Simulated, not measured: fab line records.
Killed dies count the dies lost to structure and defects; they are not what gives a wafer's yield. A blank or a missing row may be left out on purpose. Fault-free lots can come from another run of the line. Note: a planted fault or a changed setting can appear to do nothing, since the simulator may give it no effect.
Which tool was responsible? -- flow gf180mcu -- 33 wafers from 11 lots sampled at 2 of the route's 602 steps

WHAT THE GAUGES SHOWED, per wafer
GF_STI_THK_MEAS_24.
lot,measured,on,STI_CVD_23_THK (nm)
L314,day 2 11:20,film metro-04,640 648 638
L316,day 2 18:50,film metro-01,646 644 644
L317,day 3 00:24,film metro-01,641 647 642
L318,day 3 05:50,film metro-01,644 650 646
L326,day 4 23:07,film metro-03,512 518 515
L327,day 5 03:08,film metro-03,516 512 517
L328,day 5 08:16,film metro-03,650 655 646
L333,day 6 12:20,film metro-04,650 651 647
L334,day 6 15:13,film metro-01,652 663 652
L335,day 6 21:11,film metro-01,661 650 648
L336,day 7 03:47,film metro-01,648 641 649

WHICH TOOL RAN EACH LOT (tool, then ch and the chambers of the sampled wafers, then the start)
lot,GF_STI_CVD_23
L314,"hdpcvd-01 ch 0,1,2, day 2 11:16"
L316,"hdpcvd-01 ch 0,1,2, day 2 18:45"
L317,"hdpcvd-01 ch 0,1, day 3 00:20"
L318,"hdpcvd-01 ch 0,1,2, day 3 05:45"
L326,"hdpcvd-01 ch 0,1, day 4 23:02"
L327,"hdpcvd-01 ch 1,2, day 5 03:03"
L328,"hdpcvd-02 ch 0,1,2, day 5 08:12"
L333,"hdpcvd-02 ch 0,1,2, day 6 12:15"
L334,"hdpcvd-02 ch 0,1,2, day 6 15:09"
L335,"hdpcvd-02 ch 0,1,2, day 6 21:05"
L336,"hdpcvd-02 ch 0,1,2, day 7 03:42"
- GF_STI_CVD_23: deposits SiO2, target thk 650 nm, time 108.3 s.

THE ANSWER, worked out from the rows above alone
Rule: usual is defined by the lots themselves. Put in order of their means at a reading, lots are off if they are a third of the lots or fewer, leave a main group of 4 or more, and stand apart from it by a gap of 3 or more times the standard deviation of the main group's means; of several such gaps the widest counts. A main group whose means are all the same, to the digits that the tables above print for the reading, isn't used. Also off: a lot with no number at a reading for which 4 or more lots have one. Any other lot the step has rows for is counted as sound.
Off: L326, L327, seen at GF_STI_THK_MEAS_24 (STI_CVD_23_THK). Main group: mean 648 nm, sd 4.3.
If a tool, at a process step before that reading, ran all the lots that are off and no sound lot after the first of them, it fits. Gauges at GF_STI_THK_MEAS_24: tried the same way as those tools. One fits: hdpcvd-01 at GF_STI_CVD_23. A fault onset in the window from L318 (day 3 05:45, its last sound lot) to L326 (day 4 23:02, its first lot off) fits.

WHAT HAD BEEN PUT IN BY THE SIMULATOR
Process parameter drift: hdpcvd-01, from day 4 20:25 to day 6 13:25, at GF_STI_CVD_23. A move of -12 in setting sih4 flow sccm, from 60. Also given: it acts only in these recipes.
Lots struck among those shown: L326, L327. Same finding as the rule above.
